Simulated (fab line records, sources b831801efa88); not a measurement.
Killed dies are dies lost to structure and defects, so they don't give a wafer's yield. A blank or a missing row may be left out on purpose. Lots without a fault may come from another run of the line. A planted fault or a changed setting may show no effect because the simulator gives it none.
Which tool did it? | flow gf180mcu | 13 lots, 39 wafers sampled, at 4 steps of a route of 602

WHAT THE GAUGES READ, wafer by wafer
GF_HV_LDD_TW_MEAS_23. Usual: HV_LDD_2_TW 1054, standard deviation 14.
lot  | measured     | on            | HV_LDD_2_TW             | flag
L763 | day 11 00:50 | film_metro-02 | 1072 1068 1063          |
L765 | day 11 14:16 | film_metro-02 | 1064 1070 1063          |
L767 | day 12 04:47 | film_metro-03 | 1064 1063 1059          |
L769 | day 12 20:38 | film_metro-04 | 1042 1039 1039          |
L770 | day 13 01:45 | film_metro-04 | 1040 1041 1041          |
L771 | day 13 07:37 | film_metro-02 | 1064 1074 1066          |
L772 | day 13 12:23 | film_metro-04 | 1039 1040 1033          |
L774 | day 14 04:26 | film_metro-04 | 1041 1046 1047          |
L778 | day 15 17:06 | film_metro-02 | 979 975 982 979 978 980 | OFF
L780 | day 16 06:48 | film_metro-04 | 955 954 956 961 952 954 | OFF
L781 | day 16 12:23 | film_metro-04 | 953 951 952 954 949 945 | OFF
L782 | day 16 20:35 | film_metro-03 | 1070 1064 1068          |
L786 | day 18 08:16 | film_metro-03 | 1065 1064 1063          |

GF_V1_THK_MEAS_03. Usual: V1_CVD_02_THK 852 nm, standard deviation 11.
lot  | measured     | on            | V1_CVD_02_THK (nm) | flag
L763 | day 17 11:20 | film_metro-03 | 852 846 851        |
L765 | day 18 04:34 | film_metro-02 | 825 845 848        |
L767 | day 18 23:25 | film_metro-01 | 843 857 862        |
L769 | day 19 15:44 | film_metro-02 | 852 862 870        |
L770 | day 19 23:32 | film_metro-02 | 853 846 860        |
L771 | day 20 06:14 | film_metro-03 | 843 834 866        |
L772 | day 20 10:57 | film_metro-02 | 875 858 862        |
L774 | day 21 06:01 | film_metro-03 | 859 834 868        |
L778 | day 22 22:54 | film_metro-01 | 854 862 876        |
L780 | day 23 12:04 | film_metro-02 | 861 875 867        |
L781 | day 23 18:01 | film_metro-03 | 850 840 850        |
L782 | day 24 03:17 | film_metro-02 | 855 843 859        |
L786 | day 25 11:57 | film_metro-02 | 839 855 863        |

WHICH TOOL RAN EACH LOT (tool, then ch and the chambers of the sampled wafers, then the start)
lot  | GF_HV_LDD_IMPLANT_21            | GF_CONTACT_SPUTTER_22
L763 | implanter-02 ch 0, day 11 00:35 | pvd_sputter-01, day 16 11:01
L765 | implanter-04 ch 0, day 11 14:01 | pvd_sputter-04, day 17 03:08
L767 | implanter-02 ch 0, day 12 04:34 | pvd_sputter-03, day 17 21:09
L769 | implanter-02 ch 0, day 12 20:25 | pvd_sputter-01, day 18 14:09
L770 | implanter-03 ch 0, day 13 01:31 | pvd_sputter-03, day 18 21:14
L771 | implanter-04 ch 0, day 13 07:22 | pvd_sputter-03, day 19 03:48
L772 | implanter-02 ch 0, day 13 12:11 | pvd_sputter-04, day 19 09:40
L774 | implanter-02 ch 0, day 14 04:11 | pvd_sputter-03, day 20 03:40
L778 | implanter-04 ch 0, day 15 16:52 | pvd_sputter-04, day 21 21:27
L780 | implanter-04 ch 0, day 16 06:35 | pvd_sputter-04, day 22 11:22
L781 | implanter-04 ch 0, day 16 12:08 | pvd_sputter-04, day 22 17:20
L782 | implanter-02 ch 0, day 16 20:22 | pvd_sputter-04, day 23 02:37
L786 | implanter-02 ch 0, day 18 08:02 | pvd_sputter-01, day 24 11:49
- GF_HV_LDD_IMPLANT_21
- GF_CONTACT_SPUTTER_22: material Ti, target thk 15 nm, time 80.02 s.

WHAT THE TOOLS THEMSELVES READ (means of the sampled wafers that have a number; where no wafer has one, the mark that the record gives instead)
GF_HV_LDD_IMPLANT_21. Usual: beam_energy_keV 24.999, standard deviation 0.007; dose_ions_cm2 5.001e+13, standard deviation 5.9e+10; faraday_current_uA 282, standard deviation 5.7.
lot  | tool         | beam_energy_keV | dose_ions_cm2 | faraday_current_uA | flag
L763 | implanter-02 | 24.996          | 5.001e+13     | 279                |
L765 | implanter-04 | 24.987          | 5.006e+13     | 282                |
L767 | implanter-02 | 24.987          | 5.002e+13     | 282                |
L769 | implanter-02 | 25.004          | 4.996e+13     | 281                |
L770 | implanter-03 | 25.010          | 5.005e+13     | 281                |
L771 | implanter-04 | 25.002          | 5.003e+13     | 277                |
L772 | implanter-02 | 25.004          | 5.002e+13     | 280                |
L774 | implanter-02 | 25.006          | 5.008e+13     | 278                |
L778 | implanter-04 | 24.995          | 3.744e+13     | 212                | OFF
L780 | implanter-04 | 25.001          | 3.752e+13     | 213                | OFF
L781 | implanter-04 | 24.997          | 3.743e+13     | 209                | OFF
L782 | implanter-02 | 25.002          | 5.004e+13     | 285                |
L786 | implanter-02 | 25.007          | 4.998e+13     | 284                |

GF_CONTACT_SPUTTER_22. Usual: throttle_valve_pct 30.4 %, standard deviation 0.87.
lot  | tool           | throttle_valve_pct (%) | flag
L763 | pvd_sputter-01 | 30.5                   |
L765 | pvd_sputter-04 | 29.9                   |
L767 | pvd_sputter-03 | 30.4                   |
L769 | pvd_sputter-01 | 30.7                   |
L770 | pvd_sputter-03 | 30.8                   |
L771 | pvd_sputter-03 | 30.4                   |
L772 | pvd_sputter-04 | 30.3                   |
L774 | pvd_sputter-03 | 30.9                   |
L778 | pvd_sputter-04 | 30.8                   |
L780 | pvd_sputter-04 | 30.5                   |
L781 | pvd_sputter-04 | 30.7                   |
L782 | pvd_sputter-04 | 30.2                   |
L786 | pvd_sputter-01 | 30.6                   |

THE ANSWER, worked out from the rows above alone
Rule: a lot is off if the mean of its wafers that have a number lies more than 3 standard deviations from the usual mean. A lot without any number at a reading at which 4 lots or more have one is off too. The other lots that the step has rows for count as sound. The gauges are gone through in route order, then the tools' own readings, and for those a lot's mean is taken as printed above. The first step at which some lot is off is used, and at that step the reading that is off furthest; a lot without a number counts as furthest.
Off: L778, L780, L781, at GF_HV_LDD_TW_MEAS_23 (HV_LDD_2_TW).
A tool fits if, at a process step before that reading, it ran every lot that is off, and no sound lot after the first of them. The gauges at GF_HV_LDD_TW_MEAS_23 aren't tried: what is off there is off at GF_HV_LDD_IMPLANT_21 too, on other tools, and a gauge's error can't cause that. One fits: implanter-04 at GF_HV_LDD_IMPLANT_21. Its last sound lot is L771 (day 13 07:22), its first lot that is off L778 (day 15 16:52): a fault that began between those two fits.
The tool's own readings at GF_HV_LDD_IMPLANT_21 bear it out: on the lots that are off they differ by more than 5 times the standard deviation of the sound lots' means. dose_ions_cm2 reads 3.746e+13 there against 5.002e+13 on the sound lots; faraday_current_uA reads 211 there against 281 on the sound lots.

WHAT THE SIMULATOR HAD PUT IN
Process parameter drift: implanter-04, from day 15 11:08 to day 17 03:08, at GF_HV_LDD_IMPLANT_21. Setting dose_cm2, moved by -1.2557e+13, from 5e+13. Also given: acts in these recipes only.
Lots struck among those shown: L778, L780, L781. The rule above found the same.
